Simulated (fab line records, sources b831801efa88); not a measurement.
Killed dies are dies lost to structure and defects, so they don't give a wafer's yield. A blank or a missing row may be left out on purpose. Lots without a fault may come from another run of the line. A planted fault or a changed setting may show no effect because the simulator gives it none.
Which tool did it? | flow sky130 | 24 lots, 72 wafers sampled, at 6 steps of a route of 708

WHAT THE GAUGES READ, wafer by wafer
SKY_SD_P_OVL_MEAS_08. Usual: SD_P_OVL 0.8 nm, standard deviation 1.3.
lot  | measured     | on         | SD_P_OVL (nm)  | flag
L074 | day 25 07:24 | overlay-02 | 1.9 1.8 1.1    |
L075 | day 25 17:20 | overlay-01 | 1.6 -0.5 0.5   |
L076 | day 25 21:02 | overlay-01 | 1.2 0.3 0.8    |
L077 | day 26 12:35 | overlay-01 | -1.4 -0.5 -1.9 |
L078 | day 26 21:06 | overlay-01 | -1.1 1.0 -0.2  |
L079 | day 27 00:44 | overlay-01 | 1.6 1.9 1.7    |
L080 | day 27 17:35 | overlay-02 | 1.3 0.7 0.0    |
L081 | day 28 00:47 | overlay-02 | -0.3 -1.4 -0.4 |
L082 | day 28 08:06 | overlay-01 | 0.6 2.5 1.5    |
L083 | day 28 15:14 | overlay-01 | 0.9 2.3 0.7    |
L084 | day 28 23:51 | overlay-02 | 2.3 1.1 2.4    |
L085 | day 29 08:10 | overlay-02 | 3.7 3.1 1.9    |
L086 | day 29 18:09 | overlay-02 | 1.1 1.2 0.2    |
L087 | day 30 08:06 | overlay-02 | 1.6 1.9 0.1    |
L089 | day 30 13:43 | overlay-02 | 3.8 1.5 2.0    |
L088 | day 30 15:58 | overlay-01 | 0.3 0.9 -0.3   |
L091 | day 31 10:03 | overlay-01 | 3.1 0.6 0.5    |
L092 | day 31 10:35 | overlay-01 | -0.1 -2.8 -0.6 |
L090 | day 31 10:53 | overlay-01 | 0.5 0.8 -1.3   |
L093 | day 31 19:31 | overlay-02 | 0.8 1.1 0.3    |
L094 | day 32 02:45 | overlay-01 | 1.4 0.4 2.4    |
L095 | day 32 12:51 | overlay-02 | -1.8 -1.0 0.1  |
L096 | day 32 16:00 | overlay-02 | 0.1 -0.2 -1.1  |
L097 | day 33 00:08 | overlay-01 | 2.6 0.5 0.7    |

SKY_SD_N_RS_MEAS_17: measures by four-point-probe. Usual: SD_P_RS 147.0 ohm/sq, standard deviation 0.53.
lot  | measured     | on            | SD_P_RS (ohm/sq)  | flag
L074 | day 27 17:50 | film_metro-03 | 147.7 147.8 147.3 |
L075 | day 28 03:41 | film_metro-02 | 145.6 145.6 146.0 |
L076 | day 28 07:57 | film_metro-03 | 146.7 147.1 146.8 |
L077 | day 28 21:42 | film_metro-01 | 146.4 146.9 146.8 |
L078 | day 29 07:12 | film_metro-01 | 146.6 146.6 146.4 |
L079 | day 29 09:32 | film_metro-02 | 146.9 147.0 147.1 |
L080 | day 30 02:17 | film_metro-03 | 147.7 147.9 147.7 |
L081 | day 30 10:28 | film_metro-03 | 147.7 147.5 147.1 |
L082 | day 30 16:24 | film_metro-02 | 147.1 146.6 146.7 |
L083 | day 31 00:32 | film_metro-03 | 147.1 147.4 147.3 |
L084 | day 31 08:24 | film_metro-03 | 147.3 147.3 147.8 |
L085 | day 31 17:32 | film_metro-01 | 147.5 147.5 147.7 |
L086 | day 32 02:37 | film_metro-01 | 147.1 147.5 147.8 |
L087 | day 32 16:14 | film_metro-01 | 147.1 147.1 147.3 |
L089 | day 32 21:31 | film_metro-01 | 147.4 147.1 147.2 |
L088 | day 32 23:16 | film_metro-02 | 146.9 146.7 146.9 |
L091 | day 33 16:41 | film_metro-02 | 146.8 146.9 147.0 |
L092 | day 33 18:52 | film_metro-01 | 147.3 147.5 147.5 |
L090 | day 33 19:30 | film_metro-02 | 146.3 145.6 146.6 |
L093 | day 34 01:52 | film_metro-01 | 147.0 146.8 147.1 |
L094 | day 34 09:14 | film_metro-03 | 147.8 148.0 148.3 |
L095 | day 34 19:14 | film_metro-02 | 145.9 146.1 145.8 |
L096 | day 34 22:03 | film_metro-01 | 146.5 146.9 147.3 |
L097 | day 35 06:25 | film_metro-03 | 147.6 147.1 147.3 |

SKY_LI_CONTACT_RS_MEAS_22: measures by four-point-probe. Usual: LI_CONTACT_W_RS 0.284 ohm/sq, standard deviation 0.0033.
lot  | measured     | on            | LI_CONTACT_W_RS (ohm/sq) | flag
L074 | day 28 23:05 | film_metro-02 | 0.283 0.280 0.282        |
L075 | day 29 08:47 | film_metro-03 | 0.292 0.289 0.289        |
L076 | day 29 13:01 | film_metro-02 | 0.280 0.283 0.279        |
L077 | day 30 03:31 | film_metro-02 | 0.283 0.288 0.284        |
L078 | day 30 12:46 | film_metro-01 | 0.285 0.284 0.287        |
L079 | day 30 14:43 | film_metro-03 | 0.284 0.284 0.281        |
L080 | day 31 07:13 | film_metro-02 | 0.283 0.284 0.281        |
L081 | day 31 15:11 | film_metro-01 | 0.286 0.288 0.284        |
L082 | day 31 20:53 | film_metro-01 | 0.285 0.286 0.283        |
L083 | day 32 04:52 | film_metro-01 | 0.283 0.285 0.285        |
L084 | day 32 13:18 | film_metro-03 | 0.288 0.285 0.285        |
L085 | day 32 21:52 | film_metro-01 | 0.284 0.284 0.286        |
L086 | day 33 09:05 | film_metro-02 | 0.279 0.280 0.278        |
L087 | day 33 20:50 | film_metro-03 | 0.278 0.283 0.275        |
L089 | day 34 01:37 | film_metro-02 | 0.277 0.278 0.279        |
L088 | day 34 02:54 | film_metro-01 | 0.287 0.288 0.284        |
L091 | day 34 20:32 | film_metro-02 | 0.284 0.287 0.285        |
L092 | day 34 22:52 | film_metro-03 | 0.280 0.280 0.280        |
L090 | day 34 23:14 | film_metro-01 | 0.285 0.281 0.285        |
L093 | day 35 06:10 | film_metro-01 | 0.287 0.288 0.286        |
L094 | day 35 12:51 | film_metro-01 | 0.290 0.290 0.289        |
L095 | day 35 23:23 | film_metro-01 | 0.281 0.280 0.280        |
L096 | day 36 01:59 | film_metro-03 | 0.282 0.283 0.283        |
L097 | day 36 10:13 | film_metro-01 | 0.284 0.280 0.281        |

SKY_LOCAL_INTERCONNECT_RS_MEAS_01: measures by four-point-probe. Usual: LOCAL_INTERCONNECT_TIN_RS 14.03 ohm/sq, standard deviation 0.15.
lot  | measured     | on            | LOCAL_INTERCONNECT_TIN_RS (ohm/sq) | flag
L074 | day 28 23:38 | film_metro-02 | 13.96 14.15 14.24                  |
L075 | day 29 09:19 | film_metro-04 | 14.10 14.26 14.16                  |
L076 | day 29 13:34 | film_metro-02 | 14.05 13.86 13.93                  |
L077 | day 30 04:04 | film_metro-04 | 14.17 14.03 14.07                  |
L078 | day 30 13:19 | film_metro-04 | 14.16 14.11 14.04                  |
L079 | day 30 15:15 | film_metro-02 | 14.19 13.89 13.91                  |
L080 | day 31 07:46 | film_metro-02 | 13.86 14.22 14.15                  |
L081 | day 31 15:43 | film_metro-02 | 14.02 13.89 13.86                  |
L082 | day 31 21:26 | film_metro-04 | 14.12 14.08 14.00                  |
L083 | day 32 05:33 | film_metro-04 | 13.96 13.83 14.08                  |
L084 | day 32 13:50 | film_metro-04 | 14.08 14.03 14.10                  |
L085 | day 32 22:24 | film_metro-01 | 13.86 13.61 13.70                  |
L086 | day 33 09:46 | film_metro-02 | 14.28 14.27 14.07                  |
L087 | day 33 21:23 | film_metro-02 | 14.10 14.00 14.09                  |
L089 | day 34 02:09 | film_metro-02 | 13.97 14.06 14.07                  |
L088 | day 34 03:28 | film_metro-01 | 13.94 13.89 13.76                  |
L091 | day 34 21:04 | film_metro-02 | 14.21 14.43 14.38                  |
L092 | day 34 23:25 | film_metro-02 | 13.86 13.85 14.10                  |
L090 | day 34 23:47 | film_metro-02 | 14.13 14.07 14.20                  |
L093 | day 35 06:43 | film_metro-04 | 14.21 13.80 13.95                  |
L094 | day 35 13:23 | film_metro-01 | 14.17 14.10 14.06                  |
L095 | day 35 23:56 | film_metro-01 | 13.93 14.21 13.87                  |
L096 | day 36 02:32 | film_metro-01 | 13.93 13.97 13.96                  |
L097 | day 36 10:59 | film_metro-04 | 13.83 14.15 13.87                  |

SKY_CONTACT_THK_MEAS_26: measures by xrf. Usual: CONTACT_W_THK 344 nm, standard deviation 4.5.
lot  | measured     | on            | CONTACT_W_THK (nm) | flag
L074 | day 31 09:33 | film_metro-01 | 343 349 340        |
L075 | day 31 19:26 | film_metro-03 | 342 341 343        |
L076 | day 31 23:26 | film_metro-04 | 339 336 345        |
L077 | day 32 13:03 | film_metro-01 | 346 347 350        |
L078 | day 32 22:23 | film_metro-04 | 349 353 349        |
L079 | day 32 23:41 | film_metro-01 | 339 347 347        |
L080 | day 33 16:04 | film_metro-04 | 346 348 345        |
L081 | day 33 23:33 | film_metro-04 | 342 345 344        |
L082 | day 34 05:37 | film_metro-03 | 342 343 339        |
L083 | day 34 14:35 | film_metro-04 | 342 342 338        |
L084 | day 34 21:42 | film_metro-03 | 343 350 345        |
L085 | day 35 06:23 | film_metro-04 | 343 341 344        |
L086 | day 35 17:02 | film_metro-04 | 345 349 340        |
L087 | day 36 04:31 | film_metro-04 | 341 340 341        |
L089 | day 36 08:50 | film_metro-04 | 338 346 345        |
L088 | day 36 11:07 | film_metro-01 | 348 348 352        |
L091 | day 37 04:52 | film_metro-03 | 341 339 339        |
L092 | day 37 07:05 | film_metro-03 | 347 347 344        |
L090 | day 37 08:32 | film_metro-04 | 341 340 340        |
L093 | day 37 13:49 | film_metro-04 | 346 347 348        |
L094 | day 37 21:32 | film_metro-04 | 347 344 350        |
L095 | day 38 07:26 | film_metro-03 | 341 338 336        |
L096 | day 38 10:01 | film_metro-04 | 337 336 337        |
L097 | day 38 18:07 | film_metro-01 | 349 353 354        |

WHICH TOOL RAN EACH LOT (tool, then ch and the chambers of the sampled wafers, then the start)
lot  | SKY_LI_CONTACT_SPUTTER_19
L074 | pvd_sputter-04, day 28 22:48
L075 | pvd_sputter-04, day 29 08:31
L076 | pvd_sputter-03, day 29 12:45
L077 | pvd_sputter-03, day 30 03:14
L078 | pvd_sputter-03, day 30 12:29
L079 | pvd_sputter-04, day 30 14:27
L080 | pvd_sputter-01, day 31 06:57
L081 | pvd_sputter-03, day 31 14:55
L082 | pvd_sputter-03, day 31 20:34
L083 | pvd_sputter-01, day 32 04:36
L084 | pvd_sputter-03, day 32 13:01
L085 | pvd_sputter-03, day 32 21:36
L086 | pvd_sputter-04, day 33 08:48
L087 | pvd_sputter-03, day 33 20:31
L089 | pvd_sputter-03, day 34 01:21
L088 | pvd_sputter-03, day 34 02:36
L091 | pvd_sputter-04, day 34 20:16
L092 | pvd_sputter-04, day 34 22:36
L090 | pvd_sputter-01, day 34 22:57
L093 | pvd_sputter-04, day 35 05:52
L094 | pvd_sputter-04, day 35 12:34
L095 | pvd_sputter-01, day 35 23:07
L096 | pvd_sputter-04, day 36 01:42
L097 | pvd_sputter-03, day 36 09:57
- SKY_LI_CONTACT_SPUTTER_19: material Ti, target thk 20 nm, time 106.37 s.

WHAT THE TOOLS THEMSELVES READ (means of the sampled wafers that have a number; where no wafer has one, the mark that the record gives instead)
SKY_LI_CONTACT_SPUTTER_19. Usual: throttle_valve_pct 29.9 %, standard deviation 0.67.
lot  | tool           | throttle_valve_pct (%) | flag
L074 | pvd_sputter-04 | 30.3                   |
L075 | pvd_sputter-04 | 30.3                   |
L076 | pvd_sputter-03 | 29.3                   |
L077 | pvd_sputter-03 | 29.8                   |
L078 | pvd_sputter-03 | 29.9                   |
L079 | pvd_sputter-04 | 29.9                   |
L080 | pvd_sputter-01 | 30.2                   |
L081 | pvd_sputter-03 | 29.3                   |
L082 | pvd_sputter-03 | 29.8                   |
L083 | pvd_sputter-01 | 30.1                   |
L084 | pvd_sputter-03 | 29.9                   |
L085 | pvd_sputter-03 | 30.2                   |
L086 | pvd_sputter-04 | 30.3                   |
L087 | pvd_sputter-03 | 29.5                   |
L089 | pvd_sputter-03 | 29.3                   |
L088 | pvd_sputter-03 | 30.3                   |
L091 | pvd_sputter-04 | 30.4                   |
L092 | pvd_sputter-04 | 30.1                   |
L090 | pvd_sputter-01 | 29.9                   |
L093 | pvd_sputter-04 | 30.0                   |
L094 | pvd_sputter-04 | 30.1                   |
L095 | pvd_sputter-01 | 30.8                   |
L096 | pvd_sputter-04 | 30.0                   |
L097 | pvd_sputter-03 | 29.7                   |

THE ANSWER, worked out from the rows above alone
Rule: a lot is off if the mean of its wafers that have a number lies more than 3 standard deviations from the usual mean. A lot without any number at a reading at which 4 lots or more have one is off too. The other lots that the step has rows for count as sound. The gauges are gone through in route order, then the tools' own readings, and for those a lot's mean is taken as printed above. The first step at which some lot is off is used, and at that step the reading that is off furthest; a lot without a number counts as furthest.
No lot is off at any reading shown: from this, nothing can be told.

WHAT THE SIMULATOR HAD PUT IN
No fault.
